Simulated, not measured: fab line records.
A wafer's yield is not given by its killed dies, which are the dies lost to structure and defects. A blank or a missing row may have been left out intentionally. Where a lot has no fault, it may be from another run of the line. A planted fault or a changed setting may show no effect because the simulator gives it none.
8D (eight disciplines) problem report, filled in by code ; flow gf180mcu ; the parts of the form that need people (team, actions taken, sign-off) are left out

== 1. WHAT WENT WRONG ==
At GF_HV_LDD_CLEAN_51, run length s averages 72 s over 6 wafers from 2 lots, while fault-free wafers read 178 s, standard deviation 4. That is -26 standard deviations from the usual mean.
The step: cleans in SC1/SC2, time 150 s.
The first sign was on wafer L138.1 at day 17 14:46, on wet bench-01. At this step, 42 wafers from 14 lots have a number in the record. Rule for "out" (also "out of limits"): further than 4 standard deviations from the usual mean. All remaining wafers that have a number are taken as sound.

== 2. WHAT IT IS, WHAT IT ISN'T ==
question;is;is not
which readings at this step;run length s;temp c
which lots;L138, L140;L123, L124, L125, L126, L128, L129, L130, L131, L136, L143, L145, L146
which wafers of those lots;all that have a number;-
read on which tools;wet bench-01;wet bench-02, wet bench-03
when;from day 17 14:46;"up to then (27 sound wafers); but 9 sound wafers of L143, L145, L146 came after"

== 3. THE SUSPECTS, EACH WITH WHAT RULES IT OUT ==
Counting: a tool stays on the suspect list if, at a process step up to the reading, it processed all lots that are out and no sound lot following the first of them.
- wet bench-01 at GF_HV_LDD_CLEAN_51 (cleans in SC1/SC2, time 150 s): kept. All lots that are out passed through it, beginning with L138 at day 17 14:46, and no sound lot followed; its final sound lot before that point was L130 at day 14 17:44. Its own run length s readings are out on those wafers.
The count leaves wet bench-01 at GF_HV_LDD_CLEAN_51.

== 4. THE CAUSE (what the simulator had put in) ==
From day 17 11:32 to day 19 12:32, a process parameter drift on wet bench-01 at GF_HV_LDD_CLEAN_51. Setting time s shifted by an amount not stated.
This tool alone remained once counting was done.

== 5. SEQUENCE OF EFFECTS, ordered by route ==
Rows list readings where the struck wafers' mean (over those with a number) sits beyond 3 standard deviations from the usual. Only readings whose record carries a usual standard deviation are examined. hours: median over the lots of the time between each lot's start at the first step of this table that gives one and its start at this step. sigmas: the change, counted in usual standard deviations.
hours;step;reading;usual;on struck wafers;change;sigmas
0;GF_HV_LDD_CLEAN_51;run length s;178 s;72;-106;-26
It contains these process steps:
- GF_HV_LDD_CLEAN_51: cleans in SC1/SC2, time 150 s.

== 6. HOW IT WOULD HAVE BEEN CAUGHT EARLIER ==
First out-of-limits reading in this record: day 17 14:46, which is 3 hours after fault onset at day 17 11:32.
